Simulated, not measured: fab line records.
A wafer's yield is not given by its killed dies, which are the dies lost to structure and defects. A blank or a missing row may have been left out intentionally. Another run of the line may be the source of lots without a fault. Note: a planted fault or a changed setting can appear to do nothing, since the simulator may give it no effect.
Which tool was responsible? :: flow sky130 :: 12 lots, 36 wafers sampled, at 4 steps of a route of 708

WHAT EACH GAUGE READ, for each wafer
SKY_CAP2M_THK_MEAS_01. Usual: CAP2M_CVD_00_THK gives 15.47 nm (standard deviation 0.26).
lot: L891
measured: day 39 18:16
on: film-metro-01
CAP2M_CVD_00_THK (nm): 15.43 15.29 15.49
flag: 

lot: L892
measured: day 40 05:34
on: film-metro-04
CAP2M_CVD_00_THK (nm): 15.39 15.05 15.18
flag: 

lot: L894
measured: day 40 23:08
on: film-metro-01
CAP2M_CVD_00_THK (nm): 15.21 15.33 15.42
flag: 

lot: L895
measured: day 41 02:44
on: film-metro-02
CAP2M_CVD_00_THK (nm): 15.47 15.23 15.77
flag: 

lot: L897
measured: day 41 17:36
on: film-metro-02
CAP2M_CVD_00_THK (nm): 15.84 15.10 15.22
flag: 

lot: L898
measured: day 41 23:42
on: film-metro-02
CAP2M_CVD_00_THK (nm): 15.50 15.45 15.62
flag: 

lot: L899
measured: day 42 11:34
on: film-metro-01
CAP2M_CVD_00_THK (nm): 15.05 15.48 15.56
flag: 

lot: L901
measured: day 42 22:25
on: film-metro-01
CAP2M_CVD_00_THK (nm): 15.62 15.30 15.55
flag: 

lot: L902
measured: day 43 09:18
on: film-metro-01
CAP2M_CVD_00_THK (nm): 15.33 15.60 15.85
flag: 

lot: L903
measured: day 43 11:56
on: film-metro-01
CAP2M_CVD_00_THK (nm): 15.74 15.86 15.69
flag: 

lot: L905
measured: day 44 06:58
on: film-metro-02
CAP2M_CVD_00_THK (nm): 14.99 15.16 15.36
flag: 

lot: L911
measured: day 45 14:25
on: film-metro-01
CAP2M_CVD_00_THK (nm): 15.77 15.82 15.57
flag: 

SKY_PASSIVATION_THK_MEAS_01. Usual: PASSIVATION_CVD_00_THK gives 90.2 nm (standard deviation 1.2).
lot: L891
measured: day 43 21:25
on: film-metro-04
PASSIVATION_CVD_00_THK (nm): 87.3 87.7 89.0
flag: 

lot: L892
measured: day 44 07:37
on: film-metro-02
PASSIVATION_CVD_00_THK (nm): 92.0 90.4 90.8
flag: 

lot: L894
measured: day 45 00:04
on: film-metro-02
PASSIVATION_CVD_00_THK (nm): 90.1 90.0 89.8
flag: 

lot: L895
measured: day 45 02:08
on: film-metro-03
PASSIVATION_CVD_00_THK (nm): 90.3 91.8 90.5
flag: 

lot: L897
measured: day 45 17:13
on: film-metro-02
PASSIVATION_CVD_00_THK (nm): 91.3 90.2 90.5
flag: 

lot: L898
measured: day 45 22:36
on: film-metro-03
PASSIVATION_CVD_00_THK (nm): 89.6 91.9 89.9
flag: 

lot: L899
measured: day 46 08:49
on: film-metro-02
PASSIVATION_CVD_00_THK (nm): 89.8 91.2 91.4
flag: 

lot: L901
measured: day 46 17:47
on: film-metro-02
PASSIVATION_CVD_00_THK (nm): 89.0 88.0 90.2
flag: 

lot: L902
measured: day 47 01:04
on: film-metro-04
PASSIVATION_CVD_00_THK (nm): 88.7 89.0 90.9
flag: 

lot: L903
measured: day 47 05:56
on: film-metro-02
PASSIVATION_CVD_00_THK (nm): 88.9 90.3 90.0
flag: 

lot: L905
measured: day 47 22:12
on: film-metro-02
PASSIVATION_CVD_00_THK (nm): 88.6 90.0 90.3
flag: 

lot: L911
measured: day 49 01:22
on: film-metro-04
PASSIVATION_CVD_00_THK (nm): 88.4 90.8 92.8
flag: 

WHICH TOOL RAN EACH LOT (tool, then ch and the chambers of the sampled wafers, then the start)
lot: L891
SKY_CAP2M_SPUTTER_02: pvd-sputter-03, day 39 18:19
SKY_METAL4_ETCH_17: rie-diel-04 ch 1,2, day 41 19:15

lot: L892
SKY_CAP2M_SPUTTER_02: pvd-sputter-03, day 40 05:36
SKY_METAL4_ETCH_17: rie-diel-04 ch 0,1,2, day 42 06:21

lot: L894
SKY_CAP2M_SPUTTER_02: pvd-sputter-04, day 40 23:11
SKY_METAL4_ETCH_17: rie-diel-01 ch 0,1,3, day 42 22:42

lot: L895
SKY_CAP2M_SPUTTER_02: pvd-sputter-04, day 41 02:48
SKY_METAL4_ETCH_17: rie-diel-01 ch 0,1,3, day 43 02:06

lot: L897
SKY_CAP2M_SPUTTER_02: pvd-sputter-03, day 41 17:40
SKY_METAL4_ETCH_17: rie-diel-01 ch 0,2,3, day 43 16:57

lot: L898
SKY_CAP2M_SPUTTER_02: pvd-sputter-02, day 41 23:46
SKY_METAL4_ETCH_17: rie-diel-03 ch 0,2,3, day 43 23:09

lot: L899
SKY_CAP2M_SPUTTER_02: pvd-sputter-03, day 42 11:38
SKY_METAL4_ETCH_17: rie-diel-03 ch 0,2,3, day 44 10:30

lot: L901
SKY_CAP2M_SPUTTER_02: pvd-sputter-03, day 42 22:29
SKY_METAL4_ETCH_17: rie-diel-03 ch 0,1,3, day 44 20:21

lot: L902
SKY_CAP2M_SPUTTER_02: pvd-sputter-03, day 43 09:21
SKY_METAL4_ETCH_17: rie-diel-03 ch 0,3, day 45 05:04

lot: L903
SKY_CAP2M_SPUTTER_02: pvd-sputter-04, day 43 11:59
SKY_METAL4_ETCH_17: rie-diel-01 ch 0,1,2, day 45 09:39

lot: L905
SKY_CAP2M_SPUTTER_02: pvd-sputter-03, day 44 07:01
SKY_METAL4_ETCH_17: rie-diel-01 ch 1,2,3, day 46 03:33

lot: L911
SKY_CAP2M_SPUTTER_02: pvd-sputter-02, day 45 14:27
SKY_METAL4_ETCH_17: rie-diel-01 ch 0,1,3, day 47 07:54
- SKY_CAP2M_SPUTTER_02: material TiN, target thk 200 nm, time 166.7 s.
- SKY_METAL4_ETCH_17: etches SiO2 in C4F8/O2/Ar, stops on TiN, time 3.9 s, target depth 15 nm.

WHAT THE TOOLS THEMSELVES READ (means of the sampled wafers that have a number; where no wafer has one, the mark that the record gives instead)
SKY_CAP2M_SPUTTER_02. Usual: cathode-dc-power-W 6499.8 W, standard deviation 1.2; throttle-valve-pct 30.2 %, standard deviation 1.1.
lot: L891
tool: pvd-sputter-03
cathode-dc-power-W (W): 6499.9
throttle-valve-pct (%): 30.2
flag: 

lot: L892
tool: pvd-sputter-03
cathode-dc-power-W (W): 6499.8
throttle-valve-pct (%): 30.8
flag: 

lot: L894
tool: pvd-sputter-04
cathode-dc-power-W (W): 6498.5
throttle-valve-pct (%): 30.4
flag: 

lot: L895
tool: pvd-sputter-04
cathode-dc-power-W (W): 6501.0
throttle-valve-pct (%): 30.0
flag: 

lot: L897
tool: pvd-sputter-03
cathode-dc-power-W (W): 6500.1
throttle-valve-pct (%): 30.2
flag: 

lot: L898
tool: pvd-sputter-02
cathode-dc-power-W (W): 6499.3
throttle-valve-pct (%): 30.4
flag: 

lot: L899
tool: pvd-sputter-03
cathode-dc-power-W (W): 6500.5
throttle-valve-pct (%): 29.7
flag: 

lot: L901
tool: pvd-sputter-03
cathode-dc-power-W (W): 6499.9
throttle-valve-pct (%): 30.2
flag: 

lot: L902
tool: pvd-sputter-03
cathode-dc-power-W (W): 6499.0
throttle-valve-pct (%): 30.2
flag: 

lot: L903
tool: pvd-sputter-04
cathode-dc-power-W (W): 6499.8
throttle-valve-pct (%): 29.4
flag: 

lot: L905
tool: pvd-sputter-03
cathode-dc-power-W (W): 6499.8
throttle-valve-pct (%): 30.8
flag: 

lot: L911
tool: pvd-sputter-02
cathode-dc-power-W (W): 6501.1
throttle-valve-pct (%): 30.8
flag: 

SKY_METAL4_ETCH_17. Usual: oes-product-au reads 0.750 a.u. (standard deviation 0.0077).
lot: L891
tool: rie-diel-04
oes-product-au (a.u.): 0.749
flag: 

lot: L892
tool: rie-diel-04
oes-product-au (a.u.): 0.744
flag: 

lot: L894
tool: rie-diel-01
oes-product-au (a.u.): 0.743
flag: 

lot: L895
tool: rie-diel-01
oes-product-au (a.u.): 0.754
flag: 

lot: L897
tool: rie-diel-01
oes-product-au (a.u.): 0.750
flag: 

lot: L898
tool: rie-diel-03
oes-product-au (a.u.): 0.746
flag: 

lot: L899
tool: rie-diel-03
oes-product-au (a.u.): 0.753
flag: 

lot: L901
tool: rie-diel-03
oes-product-au (a.u.): 0.752
flag: 

lot: L902
tool: rie-diel-03
oes-product-au (a.u.): 0.758
flag: 

lot: L903
tool: rie-diel-01
oes-product-au (a.u.): 0.758
flag: 

lot: L905
tool: rie-diel-01
oes-product-au (a.u.): 0.747
flag: 

lot: L911
tool: rie-diel-01
oes-product-au (a.u.): 0.753
flag: 

THE ANSWER, worked out from the rows above alone
Rule: a lot counts as off when the mean over its wafers that have a number is more than 3 standard deviations away from the usual mean. Also off: a lot with no number at a reading for which 4 or more lots have one. Any other lot the step has rows for is counted as sound. Order of review: gauges by route order, followed by the tools' own readings, for which a lot's mean as printed above is used. The first step at which some lot is off is used, and at that step the reading that is off furthest; a lot without a number counts as furthest.
No lot is off on any of the readings shown, so nothing can be concluded from this.

WHAT THE SIMULATOR HAD INSERTED
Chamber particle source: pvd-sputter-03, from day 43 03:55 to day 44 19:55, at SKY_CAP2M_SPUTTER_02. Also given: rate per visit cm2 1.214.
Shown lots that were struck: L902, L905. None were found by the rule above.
